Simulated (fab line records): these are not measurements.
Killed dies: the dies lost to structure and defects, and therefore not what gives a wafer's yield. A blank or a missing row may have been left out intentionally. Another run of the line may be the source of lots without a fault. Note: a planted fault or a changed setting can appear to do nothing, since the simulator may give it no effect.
fab line records	flow gf180mcu	part 1 of 2: steps 1 to 25 of 35
[record] lots = 5	wafers = 15	last_day = 33
route steps=602 shown PSD@258 NSD@262 SAB@264 SALICIDE@278 CONTACT@287
lots untouched by any fault: they come from a run of this same line in which no faults occurred
start_h: the number of hours between the record's first day and the start of the first shown wafer of the lot	wait_h: how many hours have passed since the lot's step before this one	" as in the row above	L1.1+2: one row covering several wafers at once	- no value, or no start given	* or withheld: withheld	< > ~ a bound
route shown NAME@n: a module of which the file shows steps, and the number in the route of the first	usual: mean and standard deviation over wafers with no fault	same: alike in all rows	chamber/n: place in a boat	sites: readings site by site	_std_site: the standard deviation of these	_edge_site: mean of outer sites minus mean of inner sites	radius_mm: for every site, how far away it sits from the centre of the wafer	mask NAME#n: copy n	behind: the tool/chamber that last shaped the wafer	hold: why the lot was held/for how many hours/how that ended	device: transistor that didn't switch, given as n, p or np	end of line: at the end of the route, the tests of the same wafers	for a step that has no rows: nothing shown but its recipe	killed: dies that structure and defects cost at the first sort, which is not the same as the wafer's yield	map: per-die view of a wafer (x killed, . not killed, _ where there is no die)
set.NAME: the setting that was run; set.NAME@STEP: the one run at that earlier step	model.NAME: the simulator's own value behind a step, which no gauge read
certain route steps with their lots: each step a table, each wafer a row
services: a tool's chamber out of use, with start hour (start_h, from the record's first day; less than 0 if before it), hours out, and reason
[[steps]]
[step GF_PSD_STRIP_10]
[recipe] chemistry = O2/N2	power_w = 1400	pressure_mtorr = 1500	platen_temp_c = 250	o2_flow_sccm = 3000	n2_flow_sccm = 300	overash_fraction = 0.5
[usual] drypump_motor_current_A = 5.8/0.44	heater_power_w = 333/30	oes_product_au = 0.592/0.0051	strip_time_to_endpoint_s = 16.53/0.033
lot.wafer	tool	chamber	start_h	wait_h	drypump_motor_current_A	heater_power_w	oes_product_au	rf_hours_counter_h	strip_time_to_endpoint_s
L075.1	plasma_asher-04	0	324.97	0.1	4.9	389	0.590	70	16.54
L075.2	"	1	"	"	5.4	321	0.588	70	16.55
L075.4	"	1	"	"	5.4	325	0.595	-	16.54
L076.3	plasma_asher-03	0	340.49	0.1	6.1	370	0.597	-	16.51
L076.4	"	1	"	"	6.1	293	0.586	-	16.50
L076.6	"	0	"	"	6.1	359	0.593	-	16.48
L083.3	plasma_asher-03	1	390.68	0.1	6.1	315	0.592	-	16.53
L083.4	"	0	"	"	6.1	359	0.591	-	16.50
L083.5	"	1	"	"	6.1	298	0.593	-	16.53
L088.1	plasma_asher-04	0	433.80	0.1	4.9	379	0.595	0	16.52
L088.2	"	1	"	"	5.4	321	0.593	0	16.55
L088.4	"	1	"	"	5.4	332	0.592	-	16.56
L092.1	plasma_asher-01	0	468.90	0.1	5.5	317	0.588	82	16.51
L092.4	"	1	"	"	6.3	313	0.587	-	16.57
L092.5	"	0	"	"	5.5	322	0.598	-	16.50
[step GF_PSD_TW_MEAS_11]
[usual] PSD_TW = 3197/24
lot.wafer	tool	chamber	start_h	wait_h	PSD_TW
L075.1	film_metro-01	-	325.07	0.1	3179
L075.2	"	-	"	"	3167
L075.4	"	-	"	"	3168
L076.3	film_metro-01	-	340.58	0.1	3185
L076.4	"	-	"	"	3182
L076.6	"	-	"	"	3197
L083.3	film_metro-01	-	390.77	0.1	3181
L083.4	"	-	"	"	3168
L083.5	"	-	"	"	3203
L088.1	film_metro-02	-	433.90	0.1	3263
L088.2	"	-	"	"	3277
L088.4	"	-	"	"	3264
L092.1	film_metro-01	-	469.00	0.1	3200
L092.4	"	-	"	"	3196
L092.5	"	-	"	"	3190
[step GF_PSD_CLEAN_12]
[recipe] chemistry = SC1/SC2	mix = 1:4:20	temp_c = 70	time_s = 150	dry = n2_spin
[usual] bath_heat_duty_pct = 13.0/1.4	temp_c = 70.03/0.13
lot.wafer	tool	chamber	start_h	wait_h	bath_heat_duty_pct	temp_c
L075.1	wet_bench-04	1	325.13	0.1	12.2	69.87
L075.2	"	1	"	"	12.5	69.85
L075.4	"	1	"	"	13.4	70.16
L076.3	wet_bench-01	3	340.62	0.0	13.7	70.05
L076.4	"	3	"	"	16.2	70.07
L076.6	"	3	"	"	14.8	69.93
L083.3	wet_bench-02	3	390.81	0.0	11.4	70.02
L083.4	"	3	"	"	12.3	69.97
L083.5	"	3	"	"	12.1	70.05
L088.1	wet_bench-04	0	433.96	0.1	12.8	70.17
L088.2	"	0	"	"	13.5	70.01
L088.4	"	0	"	"	13.6	69.96
L092.1	wet_bench-01	1	469.06	0.1	12.4	70.08
L092.4	"	1	"	"	11.6	70.02
L092.5	"	1	"	"	12.1	69.99
[step GF_PSD_RTA_13]
[recipe] temp_c = 1025	time_s = 20	ambient = N2
[usual] anneal_temp_c_max = 1029.4/1.1	lamp_power_pct = 40/4.6	wafer_temp_C_max = 1029.6/1.1
lot.wafer	tool	chamber	start_h	wait_h	anneal_temp_c_max	lamp_power_pct	wafer_temp_C_max
L075.1	rtp_anneal-01	0	325.18	0.0	1031.2	33	1030.0
L075.2	"	0	"	"	1030.9	33	1029.8
L075.4	"	0	"	"	1030.9	33	1028.7
L076.3	rtp_anneal-02	0	340.69	0.0	1030.3	43	1029.4
L076.4	"	0	"	"	1029.1	43	1031.1
L076.6	"	0	"	"	1029.5	43	1029.8
L083.3	rtp_anneal-01	0	390.89	0.0	1030.3	33	1029.1
L083.4	"	0	"	"	1031.1	33	1028.4
L083.5	"	0	"	"	1030.7	33	1029.0
L088.1	rtp_anneal-01	0	434.01	0.0	1031.2	33	1026.7
L088.2	"	0	"	"	1029.6	33	1028.8
L088.4	"	0	"	"	1030.1	33	1030.6
L092.1	rtp_anneal-02	0	469.11	0.0	1029.1	43	1030.4
L092.4	"	0	"	"	1030.4	43	1028.8
L092.5	"	0	"	"	1028.3	43	1032.2
[step GF_PSD_RS_MEAS_14]
[recipe] thk_meas_gauge = four-point-probe
[usual] NSD_RS = 46.15/0.11
lot.wafer	tool	chamber	start_h	wait_h	NSD_RS[ohm/sq]
L075.1	film_metro-02	-	325.27	0.1	46.17
L075.2	"	-	"	"	46.08
L075.4	"	-	"	"	46.18
L076.3	film_metro-04	-	340.79	0.1	46.17
L076.4	"	-	"	"	46.15
L076.6	"	-	"	"	46.20
L083.3	film_metro-02	-	390.98	0.1	46.29
L083.4	"	-	"	"	46.12
L083.5	"	-	"	"	46.08
L088.1	film_metro-04	-	434.09	0.1	46.29
L088.2	"	-	"	"	46.28
L088.4	"	-	"	"	46.24
L092.1	film_metro-04	-	469.19	0.1	46.24
L092.4	"	-	"	"	46.21
L092.5	"	-	"	"	46.30
[step GF_PSD_RS_MEAS_15]
[recipe] thk_meas_gauge = four-point-probe
[usual] PSD_RS = 108.6/0.34
lot.wafer	tool	chamber	start_h	wait_h	PSD_RS[ohm/sq]
L075.1	film_metro-02	-	325.39	0.1	108.9
L075.2	"	-	"	"	108.5
L075.4	"	-	"	"	108.6
L076.3	film_metro-04	-	340.91	0.1	108.6
L076.4	"	-	"	"	108.6
L076.6	"	-	"	"	108.8
L083.3	film_metro-02	-	391.10	0.1	108.8
L083.4	"	-	"	"	108.7
L083.5	"	-	"	"	108.8
L088.1	film_metro-04	-	434.21	0.1	109.3
L088.2	"	-	"	"	109.1
L088.4	"	-	"	"	109.2
L092.1	film_metro-04	-	469.31	0.1	109.2
L092.4	"	-	"	"	108.9
L092.5	"	-	"	"	109.1
[step GF_SAB_CVD_00]
[recipe] material = SiO2	target_thk_nm = 50	precursor = TEOS	temp_c = 400	time_s = 4.9302	rf_w = 600
[usual] heater_power_w = 642/89
lot.wafer	tool	chamber	start_h	wait_h	heater_power_w
L075.1	pecvd-01	1	325.51	0.1	573
L075.2	"	0	"	"	774
L075.4	"	2	"	"	821
L076.3	pecvd-03	2	340.99	0.1	728
L076.4	"	2	"	"	738
L076.6	"	1	"	"	631
L083.3	pecvd-03	2	391.18	0.1	719
L083.4	"	0	"	"	568
L083.5	"	2	"	"	712
L088.1	pecvd-04	0	434.33	0.1	735
L088.2	"	1	"	"	715
L088.4	"	1	"	"	573
L092.1	pecvd-04	2	469.43	0.1	526
L092.4	"	1	"	"	607
L092.5	"	2	"	"	550
[step GF_SAB_THK_MEAS_01]
[recipe] reads = SiO2_of_SAB_CVD_00
[usual] SAB_CVD_00_THK = 50.0/0.7
lot.wafer	tool	chamber	start_h	wait_h	SAB_CVD_00_THK[nm]
L075.1	film_metro-04	-	325.53	0.0	49.3
L075.2	"	-	"	"	48.7
L075.4	"	-	"	"	49.7
L076.3	film_metro-01	-	341.03	0.0	49.2
L076.4	"	-	"	"	49.8
L076.6	"	-	"	"	50.4
L083.3	film_metro-03	-	391.22	0.0	49.5
L083.4	"	-	"	"	51.0
L083.5	"	-	"	"	50.5
L088.1	film_metro-01	-	434.35	0.0	50.4
L088.2	"	-	"	"	49.3
L088.4	"	-	"	"	50.3
L092.1	film_metro-01	-	469.45	0.0	50.0
L092.4	"	-	"	"	50.9
L092.5	"	-	"	"	50.8
[step GF_SAB_DEHYDRATE_02]
[recipe] temp_c = 200	time_s = 60
[usual] heater_power_total_W = 160.38/0.13
lot.wafer	tool	chamber	start_h	wait_h	heater_power_total_W
L075.1	litho_track-03	0	334.97	9.4	160.62
L075.2	"	0	"	"	160.61
L075.4	"	0	"	"	160.49
L076.3	litho_track-03	0	351.02	10.0	160.28
L076.4	"	0	"	"	160.22
L076.6	"	0	"	"	160.24
L083.3	litho_track-02	0	401.84	10.6	160.44
L083.4	"	0	"	"	160.27
L083.5	"	0	"	"	160.40
L088.1	litho_track-02	0	445.94	11.6	160.21
L088.2	"	0	"	"	160.35
L088.4	"	0	"	"	160.28
L092.1	litho_track-01	0	480.70	11.2	160.38
L092.4	"	0	"	"	160.56
L092.5	"	0	"	"	160.42
[step GF_SAB_HMDS_03]
[recipe] prime_time_s = 60	prime_temp_c = 120
lot.wafer	tool	chamber	start_h	wait_h
L075.1+2+4	litho_track-03	0	335.12	0.1
L076.3+4+6	litho_track-03	0	351.17	0.1
L083.3+4+5	litho_track-02	0	401.99	0.1
L088.1+2+4	litho_track-02	0	446.09	0.1
L092.1+4+5	litho_track-01	0	480.85	0.1
[step GF_SAB_COAT_04]
[recipe] resist = NOVOLAK	spin_rpm = 3000	resist_thk_nm = 1000
lot.wafer	tool	chamber	start_h	wait_h
L075.1+2+4	litho_track-03	0	335.27	0.1
L076.3+4+6	litho_track-03	0	351.32	0.1
L083.3+4+5	litho_track-02	0	402.14	0.1
L088.1+2+4	litho_track-02	0	446.24	0.1
L092.1+4+5	litho_track-01	0	481.00	0.1
[step GF_SAB_SOFTBAKE_05]
[recipe] temp_c = 90	time_s = 60	resist = NOVOLAK
[usual] heater_power_total_W = 56.60/0.046
lot.wafer	tool	chamber	start_h	wait_h	heater_power_total_W
L075.1	litho_track-03	0	335.42	0.1	56.58
L075.2	"	0	"	"	56.50
L075.4	"	0	"	"	56.60
L076.3	litho_track-03	0	351.47	0.1	56.62
L076.4	"	0	"	"	56.57
L076.6	"	0	"	"	56.60
L083.3	litho_track-02	0	402.29	0.1	56.54
L083.4	"	0	"	"	56.55
L083.5	"	0	"	"	56.63
L088.1	litho_track-02	0	446.39	0.1	56.66
L088.2	"	0	"	"	56.71
L088.4	"	0	"	"	56.58
L092.1	litho_track-01	0	481.15	0.1	56.60
L092.4	"	0	"	"	56.66
L092.5	"	0	"	"	56.65
[step GF_SAB_EXPOSE_06]
[recipe] mask_id = SAB	target_cd_nm = 420	na = 0.6	source_shape = conventional	sigma_outer = 0.6	dose_mj = 140
[usual] stage_vel_mm_s = 499.97/0.25
[same] na = 0.6
lot.wafer	tool	chamber	start_h	wait_h	mask	stage_vel_mm_s
L075.1	iline_stepper-02	0	-	-	SAB#0	499.87
L075.2	"	0	"	"	SAB#0	499.63
L075.4	"	0	"	"	SAB#0	499.63
L076.3	iline_stepper-02	0	-	-	SAB#0	500.05
L076.4	"	0	"	"	SAB#0	499.93
L076.6	"	0	"	"	SAB#0	499.64
L083.3	iline_stepper-01	0	-	-	SAB#0	500.00
L083.4	"	0	"	"	SAB#0	500.31
L083.5	"	0	"	"	SAB#0	500.08
L088.1	iline_stepper-01	0	-	-	SAB#0	500.11
L088.2	"	0	"	"	SAB#0	499.81
L088.4	"	0	"	"	SAB#0	500.23
L092.1	iline_stepper-02	0	-	-	SAB#0	499.62
L092.4	"	0	"	"	SAB#0	499.92
L092.5	"	0	"	"	SAB#0	500.01
[step GF_SAB_PEB_07]
[recipe] temp_c = withheld	time_s = *	resist = NOVOLAK
lot.wafer	tool	chamber	start_h	wait_h
L075.1+2+4	litho_track-03	0	-	-
L076.3+4+6	litho_track-02	0	-	-
L083.3+4+5	litho_track-01	0	-	-
L088.1+2+4	litho_track-01	0	-	-
L092.1+4+5	litho_track-01	0	-	-
[step GF_SAB_DEVELOP_08]
[recipe] develop_time_s = 60	dev_temp_c = 23
lot.wafer	tool	chamber	start_h	wait_h
L075.1+2+4	litho_track-03	0	346.22	0.1
L076.3+4+6	litho_track-02	0	362.09	0.1
L083.3+4+5	litho_track-01	0	414.15	0.1
L088.1+2+4	litho_track-01	0	458.35	0.1
L092.1+4+5	litho_track-01	0	492.00	0.1
[step GF_SAB_CD_MEAS_09]
[recipe] target_cd_nm = 420
[usual] cd_nm = 420.6/2.1
lot.wafer	tool	chamber	start_h	wait_h	cd_nm
L075.1	cd_sem-02	-	346.37	0.1	418.6
L075.2	"	-	"	"	419.6
L075.4	"	-	"	"	419.2
L076.3	cd_sem-01	-	362.23	0.1	419.5
L076.4	"	-	"	"	420.8
L076.6	"	-	"	"	421.0
L083.3	cd_sem-01	-	414.29	0.1	418.9
L083.4	"	-	"	"	418.4
L083.5	"	-	"	"	418.1
L088.1	cd_sem-01	-	458.50	0.1	424.6
L088.2	"	-	"	"	424.4
L088.4	"	-	"	"	424.1
L092.1	cd_sem-02	-	492.15	0.1	417.8
L092.4	"	-	"	"	415.9
L092.5	"	-	"	"	419.2
[step GF_SAB_OVL_MEAS_10]
[usual] SAB_OVL = 0.4/1.7
lot.wafer	tool	chamber	start_h	wait_h	SAB_OVL[nm]
L075.1	overlay-01	-	346.49	0.1	1.0
L075.2	"	-	"	"	2.1
L075.4	"	-	"	"	-0.4
L076.3	overlay-02	-	362.33	0.1	1.1
L076.4	"	-	"	"	0.9
L076.6	"	-	"	"	0.2
L083.3	overlay-01	-	414.38	0.1	2.4
L083.4	"	-	"	"	-0.8
L083.5	"	-	"	"	0.1
L088.1	overlay-02	-	458.62	0.1	3.3
L088.2	"	-	"	"	0.9
L088.4	"	-	"	"	1.4
L092.1	overlay-01	-	492.27	0.1	-0.6
L092.4	"	-	"	"	1.2
L092.5	"	-	"	"	0.8
[step GF_SAB_ETCH_11]
[recipe] chemistry = C4F8/O2/Ar	mask_material = NOVOLAK	target = SiO2	target_depth_nm = 55	source_w = 1500	bias_w = 1200	pressure_mtorr = 40	c4f8_flow_sccm = withheld	O2_flow_sccm = 6	Ar_flow_sccm = 300	time_s = 8.5
[usual] bias_w = 1200/3.3	oes_product_au = 1.001/0.0094
lot.wafer	tool	chamber	start_h	wait_h	bias_w	oes_product_au	rf_hours_counter_h
L075.1	rie_diel-02	2	346.52	0.0	1197	1.006	5
L075.2	"	1	"	"	1202	0.989	36
L075.4	"	3	"	"	1200	1.013	36
L076.3	rie_diel-04	2	362.35	0.0	1197	1.003	11
L076.4	"	3	"	"	1202	1.009	-
L076.6	"	0	"	"	1200	1.007	-
L083.3	rie_diel-02	2	414.40	0.0	1204	0.993	6
L083.4	"	1	"	"	1198	0.999	38
L083.5	"	3	"	"	1200	1.007	-
L088.1	rie_diel-02	1	458.65	0.0	1208	0.991	39
L088.2	"	2	"	"	1199	1.003	8
L088.4	"	3	"	"	1194	1.004	39
L092.1	rie_diel-02	0	492.30	0.0	1195	0.987	9
L092.4	"	2	"	"	1198	0.996	9
L092.5	"	2	"	"	1190	1.002	-
[step GF_SAB_WET_ETCH_12]
[recipe] chemistry = dHF	target_depth_nm = 22	dry = n2_spin	target = SiO2	temp_c = 25	dilution = 100:1	time_s = 440
[usual] bath_heat_duty_pct = 6.3/0.67	temp_c = 24.99/0.098
lot.wafer	tool	chamber	start_h	wait_h	bath_heat_duty_pct	temp_c
L075.1	wet_bench-03	2	346.54	0.0	7.0	24.97
L075.2	"	2	"	"	6.7	25.09
L075.4	"	2	"	"	7.1	25.07
L076.3	wet_bench-01	3	362.37	0.0	6.7	25.06
L076.4	"	3	"	"	6.2	24.99
L076.6	"	3	"	"	6.7	24.93
L083.3	wet_bench-01	2	414.43	0.0	5.8	24.91
L083.4	"	2	"	"	5.2	25.08
L083.5	"	2	"	"	5.9	24.96
L088.1	wet_bench-04	2	458.68	0.0	6.2	25.02
L088.2	"	2	"	"	6.5	25.09
L088.4	"	2	"	"	6.2	25.02
L092.1	wet_bench-01	1	492.32	0.0	5.6	24.96
L092.4	"	1	"	"	5.4	25.07
L092.5	"	1	"	"	5.1	24.93
[step GF_SAB_STRIP_13]
[recipe] chemistry = O2/N2	power_w = 1400	pressure_mtorr = 1500	platen_temp_c = 250	o2_flow_sccm = 3000	n2_flow_sccm = 300	overash_fraction = 0.5
[usual] drypump_motor_current_A = 5.7/0.48	heater_power_w = 309/32	oes_product_au = 0.710/0.0044	strip_time_to_endpoint_s = 12.61/0.033
lot.wafer	tool	chamber	start_h	wait_h	drypump_motor_current_A	heater_power_w	oes_product_au	rf_hours_counter_h	strip_time_to_endpoint_s
L075.1	plasma_asher-03	1	346.67	0.0	6.1	300	0.714	52	12.63
L075.2	"	0	"	"	6.0	357	0.714	52	12.61
L075.4	"	0	"	"	6.0	361	0.708	-	12.65
L076.3	plasma_asher-03	1	362.55	0.0	6.1	303	0.710	-	12.61
L076.4	"	0	"	"	6.1	371	0.712	-	12.54
L076.6	"	1	"	"	6.2	302	0.711	-	12.62
L083.3	plasma_asher-02	0	414.59	0.0	4.9	315	0.712	-	12.60
L083.4	"	1	"	"	5.7	262	0.711	-	12.62
L083.5	"	1	"	"	5.7	265	0.710	-	12.67
L088.1	plasma_asher-02	1	458.81	0.0	5.7	259	0.718	37	12.61
L088.2	"	0	"	"	4.9	308	0.707	37	12.61
L088.4	"	1	"	"	5.7	266	0.706	-	12.64
L092.1	plasma_asher-02	1	492.47	0.0	5.7	261	0.710	41	12.60
L092.4	"	1	"	"	5.7	259	0.710	-	12.61
L092.5	"	1	"	"	5.7	262	0.711	-	12.65
[step GF_SALICIDE_CLEAN_00]
[recipe] chemistry = SC1/SC2	mix = 1:4:20	temp_c = 70	time_s = 150
[usual] bath_heat_duty_pct = 13.0/1.7	temp_c = 70.02/0.12
lot.wafer	tool	chamber	start_h	wait_h	bath_heat_duty_pct	temp_c
L075.1	wet_bench-02	1	346.77	0.1	12.6	70.27
L075.2	"	1	"	"	12.2	70.18
L075.4	"	1	"	"	11.0	69.98
L076.3	wet_bench-02	0	362.61	0.0	14.1	70.07
L076.4	"	0	"	"	13.1	70.19
L076.6	"	0	"	"	12.7	70.08
L083.3	wet_bench-03	0	414.66	0.0	15.0	70.03
L083.4	"	0	"	"	16.7	69.89
L083.5	"	0	"	"	16.5	69.95
L088.1	wet_bench-02	3	458.91	0.1	11.7	70.16
L088.2	"	3	"	"	11.0	69.97
L088.4	"	3	"	"	12.1	70.11
L092.1	wet_bench-02	1	492.57	0.1	11.7	70.39
L092.4	"	1	"	"	12.1	70.00
L092.5	"	1	"	"	12.3	70.22
[step GF_SALICIDE_WET_ETCH_01]
[recipe] chemistry = dHF	target_depth_nm = 5	dry = ipa_marangoni	target = SiO2	temp_c = 25	dilution = 100:1	time_s = 100
[usual] bath_heat_duty_pct = 6.3/0.9	temp_c = 25.00/0.12
lot.wafer	tool	chamber	start_h	wait_h	bath_heat_duty_pct	temp_c
L075.1	wet_bench-03	2	346.82	0.0	6.5	25.08
L075.2	"	2	"	"	7.1	25.04
L075.4	"	2	"	"	6.6	25.33
L076.3	wet_bench-03	0	362.66	0.0	7.1	25.04
L076.4	"	0	"	"	6.7	25.09
L076.6	"	0	"	"	7.6	25.07
L083.3	wet_bench-01	3	414.71	0.0	6.5	25.02
L083.4	"	3	"	"	7.3	24.77
L083.5	"	3	"	"	6.1	24.94
L088.1	wet_bench-03	2	458.96	0.0	5.6	24.85
L088.2	"	2	"	"	6.1	24.93
L088.4	"	2	"	"	5.3	24.96
L092.1	wet_bench-01	0	492.62	0.0	7.4	24.94
L092.4	"	0	"	"	7.3	24.91
L092.5	"	0	"	"	7.9	25.08
[step GF_SALICIDE_SPUTTER_02]
[recipe] material = Co	target_thk_nm = 10	power_w = 1000	time_s = 20	chamber_pressure_pa = 0.4
[usual] throttle_valve_pct = 29.8/0.86
lot.wafer	tool	chamber	start_h	wait_h	throttle_valve_pct
L075.1	pvd_sputter-03	-	346.86	0.0	29.9
L075.2	"	-	"	"	28.3
L075.4	"	-	"	"	30.0
L076.3	pvd_sputter-03	-	362.70	0.0	29.2
L076.4	"	-	"	"	29.8
L076.6	"	-	"	"	28.1
L083.3	pvd_sputter-02	-	414.75	0.0	29.9
L083.4	"	-	"	"	30.8
L083.5	"	-	"	"	31.3
L088.1	pvd_sputter-04	-	458.99	0.0	29.7
L088.2	"	-	"	"	29.9
L088.4	"	-	"	"	31.1
L092.1	pvd_sputter-04	-	492.66	0.0	29.1
L092.4	"	-	"	"	29.8
L092.5	"	-	"	"	30.9
[step GF_SALICIDE_SPUTTER_03]
[recipe] material = TiN	target_thk_nm = 20	power_w = 6500	time_s = 16.7	chamber_pressure_pa = 0.4
[usual] throttle_valve_pct = 29.8/0.84
lot.wafer	tool	chamber	start_h	wait_h	throttle_valve_pct
L075.1	pvd_sputter-03	-	346.89	0.0	29.6
L075.2	"	-	"	"	28.2
L075.4	"	-	"	"	30.4
L076.3	pvd_sputter-03	-	362.73	0.0	29.6
L076.4	"	-	"	"	29.8
L076.6	"	-	"	"	28.5
L083.3	pvd_sputter-02	-	414.77	0.0	30.1
L083.4	"	-	"	"	30.9
L083.5	"	-	"	"	31.1
L088.1	pvd_sputter-04	-	459.02	0.0	29.3
L088.2	"	-	"	"	29.8
L088.4	"	-	"	"	30.9
L092.1	pvd_sputter-04	-	492.69	0.0	29.2
L092.4	"	-	"	"	30.2
L092.5	"	-	"	"	30.7
[step GF_SALICIDE_RS_MEAS_04]
[recipe] thk_meas_gauge = four-point-probe	reads = TiN_of_SALICIDE_SPUTTER_03+Co_of_SALICIDE_SPUTTER_02
[usual] SALICIDE_TIN_RS = 16.3/0.38
lot.wafer	tool	chamber	start_h	wait_h	SALICIDE_TIN_RS[ohm/sq]
L075.1	film_metro-03	-	346.91	0.0	16.9
L075.2	"	-	"	"	16.3
L075.4	"	-	"	"	16.4
L076.3	film_metro-02	-	362.79	0.1	16.7
L076.4	"	-	"	"	16.5
L076.6	"	-	"	"	16.1
L083.3	film_metro-04	-	414.84	0.1	15.9
L083.4	"	-	"	"	16.6
L083.5	"	-	"	"	16.2
L088.1	film_metro-03	-	459.05	0.0	16.1
L088.2	"	-	"	"	16.7
L088.4	"	-	"	"	16.6
L092.1	film_metro-04	-	492.71	0.0	16.7
L092.4	"	-	"	"	16.5
L092.5	"	-	"	"	16.8
